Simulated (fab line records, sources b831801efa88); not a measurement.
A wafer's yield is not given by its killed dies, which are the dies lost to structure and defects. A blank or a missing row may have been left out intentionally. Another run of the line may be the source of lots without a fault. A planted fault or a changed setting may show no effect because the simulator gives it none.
Which tool is to blame? | flow gf180mcu | 21 wafers from 7 lots sampled at 2 of the route's 602 steps

## WHAT THE GAUGES READ, wafer by wafer
GF_MVSD_OVL_MEAS_07.
lot  | measured    | on         | MVSD_OVL (nm)
L753 | day 4 16:25 | overlay-02 | 0.6 0.3 -1.4
L755 | day 5 03:58 | overlay-02 | -3.4 -3.4 -2.9
L757 | day 5 18:25 | overlay-01 | -1.1 -0.8 -0.8
L760 | day 6 08:28 | overlay-02 | -3.1 -3.6 -2.0
L763 | day 7 02:52 | overlay-02 | -0.6 -1.3 -1.1
L765 | day 7 12:25 | overlay-01 | -130.2 -131.5 -130.9 -130.1 -131.4 -130.9
L775 | day 9 23:58 | overlay-02 | -1.6 -0.5 -1.8

## EACH LOT AND THE TOOL THAT RAN IT (in order: tool; ch and the chambers of the sampled wafers; start)
lot  | GF_MVSD_EXPOSE_04
L753 | iline_stepper-01 ch 0, day 4 09:29
L755 | iline_stepper-02 ch 0, day 4 20:56
L757 | iline_stepper-01 ch 0, day 5 11:19
L760 | iline_stepper-02 ch 0, day 6 01:40
L763 | iline_stepper-02 ch 0, day 6 18:57
L765 | iline_stepper-01 ch 0, day 7 04:37
L775 | iline_stepper-02 ch 0, day 9 15:03
- GF_MVSD_EXPOSE_04: exposes mask MVSD, target cd 1000 nm.

## THE ANSWER, worked out from the rows above alone
Rule: what is usual is taken from the lots themselves. Put in order of their means at a reading, lots are off if they are a third of the lots or fewer, leave a main group of 4 or more, and stand apart from it by a gap of 3 or more times the standard deviation of the main group's means; of several such gaps the widest counts. The tables above print the reading to a certain number of digits; a main group whose means all agree to those digits is not used. Also off: a lot with no number at a reading for which 4 or more lots have one. Any other lot the step has rows for is counted as sound.
Off: at GF_MVSD_OVL_MEAS_07 (MVSD_OVL), L765. For the main group the mean is -1.6 nm and the standard deviation 1.1.
If a tool, at a process step before that reading, ran all the lots that are off and no sound lot after the first of them, it fits. Those tools and the gauges at GF_MVSD_OVL_MEAS_07 are tried in the same way. Can't be told from this: 2 tools fit, iline_stepper-01 at GF_MVSD_EXPOSE_04, overlay-01 at GF_MVSD_OVL_MEAS_07.

## WHAT THE SIMULATOR HAD PUT IN
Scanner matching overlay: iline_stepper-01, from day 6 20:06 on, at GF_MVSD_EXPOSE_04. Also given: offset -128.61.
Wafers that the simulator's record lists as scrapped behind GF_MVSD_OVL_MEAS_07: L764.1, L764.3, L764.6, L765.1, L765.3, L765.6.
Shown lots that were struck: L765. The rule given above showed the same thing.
